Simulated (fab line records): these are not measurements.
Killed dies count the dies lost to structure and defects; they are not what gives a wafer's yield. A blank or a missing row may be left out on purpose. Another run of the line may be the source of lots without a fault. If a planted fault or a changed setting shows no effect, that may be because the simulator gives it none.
fab line records -- flow sky130
record lots=7, wafers=21, last_day=48
route steps=708 shown PASSIVATION@688 PAD_OPEN@694
lots that met no fault: from a run of the same line without faults
start_h: the number of hours between the record's first day and the start of the first shown wafer of the lot -- wait_h: how many hours have passed since the lot's step before this one -- " identical to the entry in the row above -- L1.1+2: a single row standing in for several wafers -- - either no value or no given start -- * or withheld: withheld -- < > ~ a bound
route shown NAME@n: names a module that has steps shown in the file, with the first one's number in the route -- usual: average and standard deviation across the fault-free wafers -- same: alike in all rows -- chamber/n: place in a boat -- sites: each site's reading -- _std_site: the standard deviation of these -- _edge_site: the outer-site mean with the inner-site mean subtracted -- radius_mm: for every site, how far away it sits from the centre of the wafer -- mask NAME#n: copy n -- behind: the last tool/chamber to shape the wafer -- hold: the reason the lot was held/the length of the hold in hours/how it ended -- device: the n, p or np transistor that did not switch -- end of line: the tests these same wafers got at the end of their route -- a step with no rows: only its recipe -- killed: not the wafer's yield, but the dies lost to structure and defects at the first sort -- map: a wafer's dies, x killed, . not, _ none there
set.NAME: the run value of the setting; set.NAME@STEP: its run value at that earlier step -- model.NAME: the simulator's own value behind a step, which no gauge read
lots seen at some steps along the route; tables by step, rows by wafer
services: the hour from which a tool's chamber was out of use, counted from the record's first day as start_h (under 0 if before that day), plus the number of hours and why
## steps
# step SKY_PASSIVATION_SOFTBAKE_07
# recipe temp_c=110, time_s=withheld
# step SKY_PASSIVATION_EXPOSE_08
# recipe mask_id=NSM, target_cd_nm=3000, na=0.57, dose_mj=260
# step SKY_PASSIVATION_PEB_09
# recipe temp_c=115, time_s=withheld
# step SKY_PASSIVATION_DEVELOP_10
# recipe develop_time_s=60, dev_temp_c=23
# step SKY_PASSIVATION_ETCH_11
# recipe chemistry=CF4/O2, target_depth_nm=725, stop_on=AlCu, source_w=800, bias_w=150, pressure_mtorr=150, cf4_flow_sccm=80, O2_flow_sccm=10, time_s=161.1
# usual drypump_motor_current_A=5.5/0.45, oes_product_au=0.976/0.0075, throttle_valve_pct=5.963/0.0096
# same time_s=161.1
lot.wafer,tool,chamber,start_h,wait_h,drypump_motor_current_A,oes_product_au,rf_hours_counter_h,throttle_valve_pct
L771.3,rie_diel-03,0,1058.35,-,5.7,0.974,14,5.965
L771.5,rie_diel-03,0,1058.35,-,5.6,0.966,-,5.959
L771.6,rie_diel-03,3,1058.35,-,5.4,0.998,-,5.974
L773.1,rie_diel-01,3,1069.95,-,5.8,0.972,21,5.951
L773.2,rie_diel-01,0,1069.95,-,6.1,0.976,7,5.970
L773.5,rie_diel-01,2,1069.95,-,4.9,0.966,-,5.959
L774.1,rie_diel-01,1,1074.05,-,4.8,0.976,25,5.950
L774.3,rie_diel-01,3,1074.05,-,5.9,0.971,21,5.951
L774.6,rie_diel-01,3,1074.05,-,5.9,0.977,-,5.961
L775.1,rie_diel-01,0,1078.00,-,6.1,0.973,7,5.981
L775.2,rie_diel-01,3,1078.00,-,5.8,0.965,21,5.966
L775.4,rie_diel-01,2,1078.00,-,4.8,0.983,26,5.968
L776.1,rie_diel-01,0,1085.96,-,6.1,0.979,8,5.961
L776.3,rie_diel-01,2,1085.96,-,4.9,0.982,27,5.967
L776.4,rie_diel-01,1,1085.96,-,4.8,0.987,25,5.954
L777.1,rie_diel-02,1,1091.06,-,5.7,0.968,10,5.960
L777.2,rie_diel-02,3,1091.06,-,5.9,0.984,11,5.959
L777.6,rie_diel-02,3,1091.06,-,5.8,0.974,-,5.952
L783.3,rie_diel-01,0,1128.46,-,6.1,0.980,10,5.957
L783.4,rie_diel-01,2,1128.46,-,4.8,0.978,28,5.969
L783.6,rie_diel-01,1,1128.46,-,4.8,0.973,-,5.965
# step SKY_PASSIVATION_STRIP_12
# recipe chemistry=O2/N2, power_w=1400, pressure_mtorr=1500, platen_temp_c=withheld, overash_fraction=0.7, o2_flow_sccm=3000, n2_flow_sccm=300
# usual drypump_motor_current_A=5.4/0.37, oes_product_au=0.661/0.0047, strip_time_to_endpoint_s=31.50/0.17
lot.wafer,tool,chamber,start_h,wait_h,drypump_motor_current_A,oes_product_au,rf_hours_counter_h,strip_time_to_endpoint_s
L771.3,plasma_asher-03,1,1058.49,0.1,5.8,0.657,-,31.61
L771.5,plasma_asher-03,0,1058.49,0.1,4.9,0.653,-,31.62
L771.6,plasma_asher-03,1,1058.49,0.1,5.9,0.661,-,31.48
L773.1,plasma_asher-01,0,1070.06,0.1,5.2,0.666,61,31.79
L773.2,plasma_asher-01,1,1070.06,0.1,5.3,0.657,61,31.41
L773.5,plasma_asher-01,1,1070.06,0.1,5.3,0.666,-,31.74
L774.1,plasma_asher-03,1,1074.16,0.1,5.9,0.665,34,31.50
L774.3,plasma_asher-03,1,1074.16,0.1,5.9,0.656,-,31.54
L774.6,plasma_asher-03,1,1074.16,0.1,5.9,0.670,-,31.69
L775.1,plasma_asher-03,1,1078.11,0.1,5.9,0.654,35,31.41
L775.2,plasma_asher-03,0,1078.11,0.1,4.8,0.661,35,31.64
L775.4,plasma_asher-03,1,1078.11,0.1,5.8,0.659,-,31.32
L776.1,plasma_asher-01,0,1086.07,0.1,5.2,0.657,62,31.46
L776.3,plasma_asher-01,1,1086.07,0.1,5.4,0.663,-,31.42
L776.4,plasma_asher-01,0,1086.07,0.1,5.3,0.669,-,31.53
L777.1,plasma_asher-02,0,1091.17,0.1,5.9,0.669,3,31.31
L777.2,plasma_asher-02,1,1091.17,0.1,5.5,0.663,3,31.14
L777.6,plasma_asher-02,1,1091.17,0.1,5.6,0.655,-,31.28
L783.3,plasma_asher-01,0,1128.60,0.1,5.2,0.661,-,31.41
L783.4,plasma_asher-01,1,1128.60,0.1,5.3,0.657,-,31.47
L783.6,plasma_asher-01,1,1128.60,0.1,5.3,0.666,-,31.43
# step SKY_PAD_OPEN_DEHYDRATE_00
# recipe temp_c=200, time_s=60
# step SKY_PAD_OPEN_HMDS_01
# recipe prime_time_s=60, prime_temp_c=120
# step SKY_PAD_OPEN_COAT_02
# recipe spin_rpm=2000, resist_thk_nm=3000
# step SKY_PAD_OPEN_SOFTBAKE_03
# recipe temp_c=110, time_s=withheld
# step SKY_PAD_OPEN_EXPOSE_04
# recipe mask_id=PDM, target_cd_nm=60000, na=0.57, dose_mj=260
# step SKY_PAD_OPEN_PEB_05
# recipe temp_c=115, time_s=withheld
# step SKY_PAD_OPEN_DEVELOP_06
# recipe develop_time_s=60, dev_temp_c=23
# usual developer_temp_C=22.99/0.097
lot.wafer,tool,chamber,start_h,wait_h,developer_temp_C
L771.3,litho_track-03,0,1079,-,22.90
L771.5,litho_track-03,0,1079,-,22.87
L771.6,litho_track-03,0,1079,-,22.91
L773.1,litho_track-03,0,1090,-,23.85
L773.2,litho_track-03,0,1090,-,24.09
L773.5,litho_track-03,0,1090,-,23.95
L774.1,litho_track-03,0,1094,-,24.04
L774.3,litho_track-03,0,1094,-,23.76
L774.6,litho_track-03,0,1094,-,23.95
L775.1,litho_track-02,0,1098,-,22.98
L775.2,litho_track-02,0,1098,-,22.94
L775.4,litho_track-02,0,1098,-,23.08
L776.1,litho_track-02,0,1105,-,23.11
L776.3,litho_track-02,0,1105,-,23.11
L776.4,litho_track-02,0,1105,-,23.13
L777.1,litho_track-03,0,1110,-,23.99
L777.2,litho_track-03,0,1110,-,23.96
L777.6,litho_track-03,0,1110,-,24.01
L783.3,litho_track-02,0,1146,-,22.81
L783.4,litho_track-02,0,1146,-,23.06
L783.6,litho_track-02,0,1146,-,23.00
# step SKY_PAD_OPEN_ETCH_07
# recipe chemistry=CF4/O2, target_depth_nm=725, stop_on=AlCu, source_w=800, bias_w=150, pressure_mtorr=150, cf4_flow_sccm=80, O2_flow_sccm=10, time_s=161.1
# usual drypump_motor_current_A=5.6/0.39, oes_product_au=0.978/0.0076, throttle_valve_pct=5.963/0.0086
# same time_s=161.1
lot.wafer,tool,chamber,start_h,wait_h,drypump_motor_current_A,oes_product_au,rf_hours_counter_h,throttle_valve_pct
L771.3,rie_diel-04,1,1079.15,-,5.8,0.960,17,5.966
L771.5,rie_diel-04,2,1079.15,-,6.1,0.979,-,5.961
L771.6,rie_diel-04,1,1079.15,-,5.8,0.980,-,5.971
L773.1,rie_diel-04,1,1090.50,-,5.8,0.969,18,5.959
L773.2,rie_diel-04,3,1090.50,-,5.9,0.977,28,5.952
L773.5,rie_diel-04,0,1090.50,-,5.4,0.977,-,5.966
L774.1,rie_diel-01,0,1094.55,-,6.1,0.993,8,5.963
L774.3,rie_diel-01,3,1094.55,-,5.8,0.973,22,5.969
L774.6,rie_diel-01,3,1094.55,-,5.9,0.980,-,5.973
L775.1,rie_diel-04,3,1098.82,-,5.8,0.979,28,5.965
L775.2,rie_diel-04,1,1098.82,-,5.8,0.969,18,5.960
L775.4,rie_diel-04,2,1098.82,-,6.2,0.981,8,5.973
L776.1,rie_diel-01,3,1106.07,-,5.9,0.979,22,5.947
L776.3,rie_diel-01,0,1106.07,-,6.1,0.984,-,5.968
L776.4,rie_diel-01,3,1106.07,-,5.9,0.970,-,5.973
L777.1,rie_diel-02,3,1110.50,-,5.8,0.961,12,5.960
L777.2,rie_diel-02,1,1110.50,-,5.7,0.972,11,5.961
L777.6,rie_diel-02,3,1110.50,-,5.9,0.983,-,5.975
L783.3,rie_diel-02,1,1146.22,-,5.7,0.976,12,5.958
L783.4,rie_diel-02,1,1146.22,-,5.7,0.985,-,5.965
L783.6,rie_diel-02,3,1146.22,-,5.9,0.979,-,5.968
# step SKY_PAD_OPEN_PROBE_99
# usual defect_limited_yield=82.8/1.9, killed_at_M0_to_M3=42/6.3, killed_at_M4_up=3.2/1.9, killed_at_contacts=24/5.8, killed_at_front_end=15/4.3, killed_at_other=0.2/0.62, killed_dies=85/9.3, killed_open=46/6.8, killed_short=38/6.1, sort_bin_3_pad_short=0.8/0.43, sort_bin_5_function=10.2/1.5, sort_bin_6_memory=6.2/1.1, sort_n_pass=407/9.3, sort_yield_pct=82.8/1.9
# same gross_dies=492, killed_at_back_side=0, sort_bin_4_leakage[%]=0, sort_bin_8_speed[%]=0
lot.wafer,tool,chamber,start_h,wait_h,defect_limited_yield[%],killed_at_M0_to_M3,killed_at_M4_up,killed_at_contacts,killed_at_front_end,killed_at_other,killed_dies,killed_open,killed_short,sort_bin_3_pad_short[%],sort_bin_5_function[%],sort_bin_6_memory[%],sort_n_pass,sort_yield_pct[%]
L771.3,prober-02,-,1081.65,0.2,83.1,36,1,33,13,0,83,44,39,0.4,11.6,4.9,409,83.1
L771.5,prober-02,-,1081.75,0.2,80.1,50,3,29,16,0,98,52,46,0.8,12.0,7.1,394,80.1
L771.6,prober-02,-,1081.80,0.2,81.3,44,3,35,10,0,92,56,36,0.4,10.8,7.5,400,81.3
L773.1,prober-02,-,1092.82,0.1,83.7,45,0,20,15,0,80,42,38,0.8,9.6,5.9,412,83.7
L773.2,prober-02,-,1092.87,0.1,82.7,47,2,18,18,0,85,44,41,0.8,11.8,4.7,407,82.7
L773.5,prober-02,-,1093.02,0.2,80.9,49,4,27,13,1,94,53,41,0.8,12.0,6.3,398,80.9
L775.1,prober-02,-,1101.14,0.1,81.9,48,3,20,16,2,89,51,38,1.2,10.6,6.3,403,81.9
L775.2,prober-02,-,1101.19,0.1,80.9,41,4,36,13,0,94,47,47,0.4,10.6,8.1,398,80.9
L775.4,prober-02,-,1101.29,0.2,84.1,35,3,26,14,0,78,42,36,1.2,9.3,5.3,414,84.1
L777.1,prober-02,-,1112.86,0.1,83.5,46,5,17,13,0,81,45,33,0.6,9.6,6.3,411,83.5
L777.2,prober-02,-,1112.91,0.1,81.3,55,1,24,12,0,92,58,32,0.6,11.2,6.9,400,81.3
L777.6,prober-02,-,1113.11,0.2,83.3,44,5,20,13,0,82,50,32,0.6,9.3,6.7,410,83.3
L783.3,prober-02,-,1148.64,0.2,85.6,39,4,14,13,1,71,38,32,0.6,9.6,4.3,421,85.6
L783.4,prober-02,-,1148.69,0.2,84.3,51,1,17,8,0,77,41,36,0.8,10.6,4.3,415,84.3
L783.6,prober-02,-,1148.79,0.2,85.8,33,2,21,14,0,70,42,28,0.8,8.3,5.1,422,85.8
# killed by level:class
L771.3 CONTACT:geometric_particle:open=11 VIA1:geometric_particle:open=10 CONTACT:geometric_particle:short=7 LI_CONTACT:geometric_particle:open=6 LI_CONTACT:geometric_particle:short=5 METAL1:geometric_particle:short=5 METAL2:geometric_particle:short=5 VIA3:geometric_particle:short=4
L771.5 VIA1:geometric_particle:open=11 CONTACT:geometric_particle:open=8 VIA3:geometric_particle:open=8 VIA2:geometric_particle:open=8 FIELD_ISO:geometric_particle:short=7 LI_CONTACT:geometric_particle:open=7 CONTACT:geometric_particle:short=7 LOCAL_INTERCONNECT:geometric_particle:short=6
L771.6 CONTACT:geometric_particle:open=14 LI_CONTACT:geometric_particle:open=12 VIA3:geometric_particle:open=8 VIA1:geometric_particle:open=8 METAL1:geometric_particle:short=6 VIA1:geometric_particle:short=6 VIA2:geometric_particle:open=5 FIELD_ISO:geometric_particle:short=4
L773.1 CONTACT:geometric_particle:open=8 VIA3:geometric_particle:open=8 METAL3:geometric_particle:short=7 VIA1:geometric_particle:open=6 VIA2:geometric_particle:short=6 METAL1:geometric_particle:short=5 POLY_GATE:geometric_particle:open=4 POLY_GATE:geometric_particle:short=4
L773.2 METAL1:geometric_particle:short=12 VIA1:geometric_particle:open=10 POLY_GATE:geometric_particle:open=7 FIELD_ISO:geometric_particle:open=6 METAL2:geometric_particle:short=5 VIA3:geometric_particle:open=5 CONTACT:geometric_particle:open=4 LOCAL_INTERCONNECT:geometric_particle:short=4
L773.5 VIA1:geometric_particle:open=14 LI_CONTACT:geometric_particle:open=10 METAL1:geometric_particle:short=9 CONTACT:geometric_particle:open=8 VIA2:geometric_particle:open=7 POLY_GATE:geometric_particle:open=6 VIA3:geometric_particle:open=4 VIA1:geometric_particle:short=4
L775.1 VIA1:geometric_particle:open=15 FIELD_ISO:geometric_particle:short=9 LI_CONTACT:geometric_particle:open=8 VIA2:geometric_particle:open=8 METAL2:geometric_particle:short=6 CONTACT:geometric_particle:open=6 VIA3:geometric_particle:open=6 METAL3:geometric_particle:short=5
L775.2 CONTACT:geometric_particle:open=14 CONTACT:geometric_particle:short=9 LOCAL_INTERCONNECT:geometric_particle:short=8 VIA1:geometric_particle:open=8 VIA1:geometric_particle:short=6 METAL2:geometric_particle:short=6 FIELD_ISO:geometric_particle:open=5 VIA3:geometric_particle:open=5
L775.4 CONTACT:geometric_particle:open=9 CONTACT:geometric_particle:short=9 VIA1:geometric_particle:open=8 VIA3:geometric_particle:open=6 LI_CONTACT:geometric_particle:open=5 METAL2:geometric_particle:short=5 FIELD_ISO:geometric_particle:open=4 VIA2:geometric_particle:open=4
L777.1 VIA2:geometric_particle:open=10 VIA1:geometric_particle:open=8 CONTACT:geometric_particle:open=7 METAL1:geometric_particle:short=7 VIA3:geometric_particle:open=7 CONTACT:geometric_particle:short=5 POLY_GATE:geometric_particle:open=4 LI_CONTACT:geometric_particle:open=4
L777.2 VIA1:geometric_particle:open=13 VIA3:geometric_particle:open=9 CONTACT:geometric_particle:open=9 LI_CONTACT:geometric_particle:open=8 VIA2:geometric_particle:open=8 METAL1:geometric_particle:short=7 FIELD_ISO:geometric_particle:open=6 METAL2:geometric_particle:short=5
L777.6 VIA1:geometric_particle:open=13 LI_CONTACT:geometric_particle:open=7 CONTACT:geometric_particle:open=6 METAL1:geometric_particle:short=6 VIA1:geometric_particle:short=6 LOCAL_INTERCONNECT:geometric_particle:short=5 VIA3:geometric_particle:open=5 VIA2:geometric_particle:open=5
L783.3 VIA1:geometric_particle:open=12 CONTACT:geometric_particle:open=6 VIA2:geometric_particle:open=6 LI_CONTACT:geometric_particle:open=5 POLY_GATE:geometric_particle:short=4 VIA1:geometric_particle:short=4 VIA3:geometric_particle:short=4 VIA3:geometric_particle:open=4
L783.4 VIA3:geometric_particle:open=11 METAL2:geometric_particle:short=10 VIA1:geometric_particle:open=8 LI_CONTACT:geometric_particle:open=7 CONTACT:geometric_particle:open=5 VIA2:geometric_particle:short=5 POLY_GATE:geometric_particle:open=4 METAL1:geometric_particle:short=4
L783.6 LI_CONTACT:geometric_particle:open=10 VIA2:geometric_particle:open=6 METAL3:geometric_particle:short=6 METAL1:geometric_particle:short=5 CONTACT:geometric_particle:open=5 VIA1:geometric_particle:open=5 FIELD_ISO:geometric_particle:open=4 POLY_GATE:geometric_particle:open=4
## services
tool,chamber,start_h,hours,kind
rie_diel-03,2,1044.13,3.0,repair
plasma_asher-02,-,1044.82,2.9,repair
plasma_asher-02,-,1055.25,9.0,pm
plasma_asher-02,0,1055.25,9.0,vent_cycle
plasma_asher-02,1,1055.25,9.0,vent_cycle
plasma_asher-02,0,1064.25,-,clean
plasma_asher-02,1,1064.25,-,clean
rie_diel-02,2,1088.83,7.5,repair
rie_diel-01,1,1090.48,27.8,repair
rie_diel-02,3,1099.72,9.5,repair
rie_diel-01,2,1103.05,7.5,repair
rie_diel-04,3,1109.51,-,clean
rie_diel-04,3,1109.51,17.7,scheduled_down
rie_diel-04,3,1109.51,17.7,vent_cycle
rie_diel-01,-,1112.22,0.4,repair
rie_diel-03,3,1117.66,16.2,repair
rie_diel-02,2,1134.17,3.9,repair
rie_diel-01,-,1136.52,0.4,repair
rie_diel-02,2,1139.19,-,clean
rie_diel-02,2,1139.19,20.3,scheduled_down
rie_diel-02,2,1139.19,20.3,vent_cycle
rie_diel-02,0,1140.77,4.5,repair
## key
first_sign step=SKY_PAD_OPEN_DEVELOP_06, reading=developer_temp_C, direction=up, sigmas=9.9, usual=*, struck=*
effect none on later readings
met_at SKY_PAD_OPEN_DEVELOP_06
struck_wafers L773.1,L773.2,L773.5,L774.1,L774.3,L774.6,L777.1,L777.2,L777.6
onset_between 1079 1090
fault kind=process_parameter_drift, tool=litho_track-03, chamber=-, onset_h=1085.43, steps=SKY_PAD_OPEN_DEVELOP_06, channel=dev_temp_c, offset=*, shape=step, end_h=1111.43, acts_in=*, stated=*
